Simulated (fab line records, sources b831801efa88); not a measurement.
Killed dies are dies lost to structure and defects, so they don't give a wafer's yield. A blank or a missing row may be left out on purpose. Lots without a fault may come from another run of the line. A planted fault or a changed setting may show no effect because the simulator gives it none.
fab line records | flow gf180mcu
record lots=15 wafers=45 last_day=34
route steps=602 shown CONTACT@310 M1@315 V1@335
lots that met no fault: from a run of the same line without faults
start_h: hours from the record's first day to the start of the lot's first wafer shown | wait_h: hours since the lot's step before | " the same as in the row above | L1.1+2: a row that stands for several wafers | - no value, or no start given | * or withheld: withheld | < > ~ a bound
route shown NAME@n: a module of which the file shows steps, and the number in the route of the first | usual: mean/standard deviation of fault-free wafers | same: alike in all rows | chamber/n: place in a boat | sites: the reading at each site | _std_site: their standard deviation | _edge_site: outer sites' mean less inner sites' | radius_mm: how far each site lies from the wafer's centre | mask NAME#n: copy n | behind: the tool/chamber that last shaped the wafer | hold: why the lot was held/for how many hours/how that ended | device: the transistor (n, p or np) that didn't switch | end of line: the same wafers' tests at the end of the route | a step without rows: its recipe alone | killed: dies lost to structure and defects at the first sort, not the wafer's yield | map: a wafer's dies, x killed, . not, _ none there
set.NAME: the setting as run; set.NAME@STEP: as run at that earlier step | model.NAME: the simulator's own value behind a step, which no gauge read
steps of the route over a sample of lots; a table a step, a row a wafer
services: from which hour (start_h, from the record's first day; less than 0 if before it) a tool's chamber was out of use, for how many hours, and why
## steps
# step GF_CONTACT_SPUTTER_23
# recipe material=TiN target_thk_nm=10 chamber_pressure_pa=5 power_w=4000 time_s=40
# usual cathode_dc_power_W=4000.0/0.7 throttle_valve_pct=30.0/0.92
# columns lot.wafer tool chamber start_h wait_h cathode_dc_power_W throttle_valve_pct
L458.4 pvd_sputter-02 - 356.88 0.0 3999.5 29.6
L458.5 " - " " 3999.9 29.4
L458.6 " - " " 4000.0 29.8
L459.4 pvd_sputter-03 - 371.91 0.0 4001.4 29.7
L459.5 " - " " 4000.4 28.5
L459.6 " - " " 3998.9 31.7
L460.2 pvd_sputter-02 - 380.81 0.0 4000.2 29.8
L460.3 " - " " 4000.3 29.7
L460.4 " - " " 4001.6 31.3
L461.1 pvd_sputter-03 - 383.71 0.0 3999.8 28.9
L461.2 " - " " 3999.8 29.6
L461.6 " - " " 4000.7 29.6
L465.3 pvd_sputter-03 - 431.36 0.0 4000.5 30.2
L465.5 " - " " 4000.6 29.7
L465.6 " - " " 3997.7 30.3
L466.2 pvd_sputter-04 - 432.23 0.0 4000.4 31.9
L466.5 " - " " 4000.4 28.8
L466.6 " - " " 3999.8 31.9
L467.1 pvd_sputter-03 - 439.63 0.0 3999.7 30.2
L467.3 " - " " 4000.2 29.8
L467.4 " - " " 4000.7 31.6
L472.2 pvd_sputter-03 - 491.62 0.0 4000.7 28.8
L472.3 " - " " 4000.9 31.7
L472.5 " - " " 4000.8 28.5
L473.2 pvd_sputter-03 - 498.26 0.0 3999.2 28.5
L473.3 " - " " 3999.7 30.2
L473.4 " - " " 4000.0 31.5
L474.2 pvd_sputter-04 - 502.65 0.0 4000.3 31.8
L474.5 " - " " 4000.5 29.0
L474.6 " - " " 3999.3 29.6
L475.2 pvd_sputter-02 - 512.43 0.0 3999.7 29.3
L475.4 " - " " 3999.7 31.5
L475.5 " - " " 3999.9 30.0
L478.1 pvd_sputter-04 - 532.26 0.0 4000.2 31.5
L478.2 " - " " 4000.0 29.6
L478.6 " - " " 3999.5 29.7
L479.1 pvd_sputter-02 - 543.09 0.0 4000.2 29.5
L479.2 " - " " 3999.2 31.4
L479.3 " - " " 4000.0 29.7
L480.2 pvd_sputter-03 - 553.14 0.0 3999.7 30.2
L480.3 " - " " 4000.3 28.6
L480.4 " - " " 3999.3 31.6
L481.1 pvd_sputter-04 - 559.47 0.0 3999.7 29.5
L481.5 " - " " 4000.5 29.5
L481.6 " - " " 4000.6 28.8
# step GF_M1_SPUTTER_00
# recipe material=Ti target_thk_nm=37.5 arriving_ion_energy_ev=80 substrate_temp_c=200 chamber_pressure_pa=2 power_w=4000 time_s=150
# usual cathode_dc_power_W=3999.9/0.75 throttle_valve_pct=29.8/1.1
# columns lot.wafer tool chamber start_h wait_h cathode_dc_power_W throttle_valve_pct
L458.4 pvd_sputter-03 - 357.50 0.1 3999.2 30.2
L458.5 " - " " 3999.6 30.1
L458.6 " - " " 4000.0 31.6
L459.4 pvd_sputter-04 - 372.53 0.1 4000.4 31.6
L459.5 " - " " 4000.6 28.5
L459.6 " - " " 4000.7 31.6
L460.2 pvd_sputter-03 - 381.49 0.1 4000.0 30.0
L460.3 " - " " 3999.6 29.8
L460.4 " - " " 4000.2 31.4
L461.1 pvd_sputter-01 - 384.33 0.1 4000.5 28.1
L461.2 " - " " 4000.3 29.8
L461.6 " - " " 4000.5 28.4
L465.3 pvd_sputter-01 - 431.98 0.1 4000.7 29.9
L465.5 " - " " 3999.9 28.9
L465.6 " - " " 3998.9 28.4
L466.2 pvd_sputter-01 - 432.85 0.2 3999.1 29.9
L466.5 " - " " 3999.8 30.1
L466.6 " - " " 3999.8 29.9
L467.1 pvd_sputter-01 - 440.25 0.1 3998.6 29.9
L467.3 " - " " 3999.7 28.6
L467.4 " - " " 3998.6 30.0
L472.2 pvd_sputter-03 - 492.24 0.2 4001.1 28.7
L472.3 " - " " 4000.7 30.0
L472.5 " - " " 4000.2 29.9
L473.2 pvd_sputter-04 - 498.88 0.2 4000.0 31.8
L473.3 " - " " 4000.6 29.6
L473.4 " - " " 3999.4 29.3
L474.2 pvd_sputter-01 - 503.27 0.1 3999.2 28.2
L474.5 " - " " 3998.1 28.3
L474.6 " - " " 4000.7 28.6
L475.2 pvd_sputter-04 - 513.05 0.2 4000.1 31.9
L475.4 " - " " 4000.2 29.2
L475.5 " - " " 3999.2 29.1
L478.1 pvd_sputter-03 - 532.88 0.1 3998.5 30.0
L478.2 " - " " 3999.6 31.6
L478.6 " - " " 4000.2 31.7
L479.1 pvd_sputter-03 - 543.89 0.1 4000.4 29.5
L479.2 " - " " 3999.5 28.7
L479.3 " - " " 4000.3 30.4
L480.2 pvd_sputter-03 - 553.93 0.1 4000.4 31.9
L480.3 " - " " 4000.5 28.8
L480.4 " - " " 4001.9 29.7
L481.1 pvd_sputter-03 - 560.09 0.1 4000.7 28.6
L481.5 " - " " 3998.1 30.0
L481.6 " - " " 4000.5 31.7
# step GF_M1_SPUTTER_04
# recipe material=TiN target_thk_nm=50 power_w=6500 time_s=41.7 chamber_pressure_pa=0.4
# usual cathode_dc_power_W=6500.0/1.3 throttle_valve_pct=29.8/1.1
# columns lot.wafer tool chamber start_h wait_h cathode_dc_power_W throttle_valve_pct
L458.4 pvd_sputter-03 - 357.68 0.0 6500.6 30.3
L458.5 " - " " 6501.6 29.7
L458.6 " - " " 6497.6 31.7
L459.4 pvd_sputter-04 - 372.71 0.0 6501.4 31.9
L459.5 " - " " 6501.2 28.8
L459.6 " - " " 6498.4 31.9
L460.2 pvd_sputter-03 - 381.67 0.0 6499.2 30.2
L460.3 " - " " 6499.1 29.7
L460.4 " - " " 6500.4 31.6
L461.1 pvd_sputter-01 - 384.51 0.0 6499.7 28.3
L461.2 " - " " 6501.5 29.8
L461.6 " - " " 6499.3 28.8
L465.3 pvd_sputter-01 - 432.16 0.0 6500.3 30.0
L465.5 " - " " 6499.3 28.8
L465.6 " - " " 6501.7 28.3
L466.2 pvd_sputter-01 - 433.03 0.0 6499.1 30.1
L466.5 " - " " 6499.9 29.7
L466.6 " - " " 6502.3 29.8
L467.1 pvd_sputter-01 - 440.43 0.0 6502.2 30.2
L467.3 " - " " 6499.9 28.5
L467.4 " - " " 6500.5 30.0
L472.2 pvd_sputter-03 - 492.42 0.0 6499.9 28.8
L472.3 " - " " 6501.5 29.5
L472.5 " - " " 6502.2 29.9
L473.2 pvd_sputter-04 - 499.06 0.0 6498.9 31.6
L473.3 " - " " 6502.5 29.5
L473.4 " - " " 6498.5 29.6
L474.2 pvd_sputter-01 - 503.45 0.0 6499.8 28.2
L474.5 " - " " 6500.2 28.1
L474.6 " - " " 6498.6 28.7
L475.2 pvd_sputter-04 - 513.23 0.0 6499.8 31.7
L475.4 " - " " 6501.7 29.5
L475.5 " - " " 6499.2 29.3
L478.1 pvd_sputter-03 - 533.06 0.0 6500.0 30.1
L478.2 " - " " 6498.3 31.5
L478.6 " - " " 6501.0 31.5
L479.1 pvd_sputter-03 - 544.07 0.0 6499.1 29.8
L479.2 " - " " 6499.6 28.7
L479.3 " - " " 6500.9 30.2
L480.2 pvd_sputter-03 - 554.11 0.0 6497.6 31.7
L480.3 " - " " 6501.9 28.7
L480.4 " - " " 6499.8 29.8
L481.1 pvd_sputter-03 - 560.27 0.0 6501.4 28.8
L481.5 " - " " 6499.2 29.6
L481.6 " - " " 6501.8 31.8
# step GF_V1_CVD_00
# recipe material=SiO2 target_thk_nm=600 sigma_open_frac=0.3 temp_c=400 time_s=100 sih4_flow_sccm=60 pressure_mtorr=6
# usual pressure_mtorr=6.001/0.012 run_length_s=127.6/0.42
# columns lot.wafer tool chamber start_h wait_h pressure_mtorr run_length_s
L458.4 hdpcvd-02 1 380.66 0.0 5.979 127.4
L458.5 " 2 " " 5.993 126.8
L458.6 " 0 " " 6.018 127.2
L459.4 hdpcvd-01 0 395.10 0.0 5.999 128.4
L459.5 " 1 " " 5.985 127.6
L459.6 " 2 " " 5.998 127.4
L460.2 hdpcvd-01 2 405.30 0.0 5.998 127.4
L460.3 " 1 " " 6.023 127.9
L460.4 " 1 " " 6.012 127.8
L461.1 hdpcvd-01 0 408.51 0.0 6.004 128.1
L461.2 " 1 " " 5.993 128.2
L461.6 " 2 " " 5.999 127.4
L465.3 hdpcvd-01 1 457.29 0.0 - -
L465.5 " 1 " " - -
L465.6 " 0 " " - -
L466.2 hdpcvd-01 1 458.59 0.0 - -
L466.5 " 2 " " - -
L466.6 " 0 " " - -
L467.1 hdpcvd-02 2 465.00 0.0 - -
L467.3 " 0 " " - -
L467.4 " 2 " " - -
L472.2 hdpcvd-01 0 516.69 0.0 5.982 128.4
L472.3 " 1 " " 6.010 127.6
L472.5 " 2 " " 6.006 127.9
L473.2 hdpcvd-02 0 523.52 0.0 5.995 127.2
L473.3 " 1 " " 5.997 127.5
L473.4 " 2 " " 6.008 127.1
L474.2 hdpcvd-02 2 527.53 0.0 5.995 126.9
L474.5 " 0 " " 6.009 127.3
L474.6 " 1 " " 6.010 127.7
L475.2 hdpcvd-02 1 537.68 0.0 6.008 127.5
L475.4 " 2 " " 5.997 127.8
L475.5 " 1 " " 6.011 127.6
L478.1 hdpcvd-02 2 557.35 0.0 5.990 127.9
L478.2 " 0 " " 6.000 128.3
L478.6 " 2 " " 6.023 126.8
L479.1 hdpcvd-01 2 567.73 0.0 6.029 127.4
L479.2 " 1 " " 5.994 128.0
L479.3 " 0 " " 6.048 128.3
L480.2 hdpcvd-02 2 577.33 0.0 6.008 128.0
L480.3 " 0 " " 5.978 127.2
L480.4 " 1 " " 5.993 128.3
L481.1 hdpcvd-02 2 583.64 0.0 6.004 126.9
L481.5 " 2 " " 5.983 127.0
L481.6 " 0 " " 6.008 127.3
# step GF_V1_BOW_MEAS_05
# recipe mode=bow
# usual V1_BOW=81/7.4
# columns lot.wafer tool chamber start_h wait_h V1_BOW[um]
L458.4 film_metro-01 - 381.25 0.3 74
L458.5 " - " " 80
L458.6 " - " " 90
L459.4 film_metro-01 - 395.81 0.2 78
L459.5 " - " " 81
L459.6 " - " " 87
L460.2 film_metro-02 - 406.03 0.2 83
L460.3 " - " " 97
L460.4 " - " " 90
L461.1 film_metro-02 - 409.07 0.2 76
L461.2 " - " " 81
L461.6 " - " " 84
L465.3 film_metro-04 - 457.89 0.1 47
L465.5 " - " " 41
L465.6 " - " " 61
L466.2 film_metro-02 - 459.17 0.1 52
L466.5 " - " " 63
L466.6 " - " " 45
L467.1 film_metro-04 - 465.57 0.2 56
L467.3 " - " " 69
L467.4 " - " " 60
L472.2 film_metro-04 - 517.28 0.1 78
L472.3 " - " " 80
L472.5 " - " " 73
L473.2 film_metro-04 - 524.11 0.2 93
L473.3 " - " " 84
L473.4 " - " " 73
L474.2 film_metro-04 - 528.12 0.2 76
L474.5 " - " " 83
L474.6 " - " " 68
L475.2 film_metro-04 - 538.27 0.2 91
L475.4 " - " " 79
L475.5 " - " " 97
L478.1 film_metro-04 - 557.91 0.2 85
L478.2 " - " " 90
L478.6 " - " " 90
L479.1 film_metro-04 - 568.29 0.2 76
L479.2 " - " " 73
L479.3 " - " " 81
L480.2 film_metro-04 - 577.94 0.2 74
L480.3 " - " " 73
L480.4 " - " " 88
L481.1 film_metro-04 - 584.20 0.2 81
L481.5 " - " " 91
L481.6 " - " " 72
## services
# columns tool chamber start_h hours kind
hdpcvd-01 0 337.66 19.5 repair
pvd_sputter-01 0 363.72 - consumable_replace:kit
pvd_sputter-01 0 363.72 18.0 scheduled_down
pvd_sputter-01 0 363.72 18.0 vent_cycle
hdpcvd-02 - 373.84 0.7 repair
pvd_sputter-04 - 381.56 6.6 repair
pvd_sputter-04 - 398.23 2.0 repair
pvd_sputter-02 - 400.02 2.0 repair
pvd_sputter-04 - 430.73 1.4 repair
hdpcvd-02 - 456.34 2.8 pm
hdpcvd-01 2 459.52 1.8 repair
hdpcvd-01 - 471.71 5.5 pm
pvd_sputter-01 - 486.16 3.1 repair
hdpcvd-01 - 514.48 0.6 repair
pvd_sputter-04 2 522.95 - consumable_replace:kit
pvd_sputter-04 2 522.95 18.0 scheduled_down
pvd_sputter-04 2 522.95 18.0 vent_cycle
hdpcvd-01 - 526.78 0.8 pm
pvd_sputter-03 - 528.77 2.3 repair
hdpcvd-01 - 539.25 15.0 pm
hdpcvd-02 - 543.72 0.6 repair
hdpcvd-01 2 558.87 5.2 repair
pvd_sputter-01 3 578.92 - consumable_replace:kit
pvd_sputter-01 3 578.92 18.0 scheduled_down
## key
first_sign step=GF_V1_CVD_00 reading=tool_record direction=missing
effect step=GF_V1_BOW_MEAS_05 reading=V1_BOW direction=down sigmas=3.5 usual=81 struck=55
met_at GF_V1_CVD_00
struck_lots L465,L466,L467
later_rows_left_out L465.3,L465.5,L465.6,L466.2,L466.5,L466.6,L467.1,L467.3,L467.4
sort_left_out L465.3,L465.5,L465.6,L466.2,L466.5,L466.6,L467.1,L467.3,L467.4
not_acting_at GF_CONTACT_SPUTTER_23,GF_M1_SPUTTER_00,GF_M1_SPUTTER_04
onset_between 408.51 457.29
fault kind=skipped_step_whole tool=hdpcvd-01,hdpcvd-02 chamber=- onset_h=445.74 steps=GF_V1_CVD_00 scope=struck_lots_only
# sort_left_out: the simulated sort isn't trusted on such a fault, so these wafers' sort isn't shown, and their yield isn't known
# later_rows_left_out: the simulator's readings of these wafers behind a module that went badly wrong aren't trusted and aren't shown, but for the sort
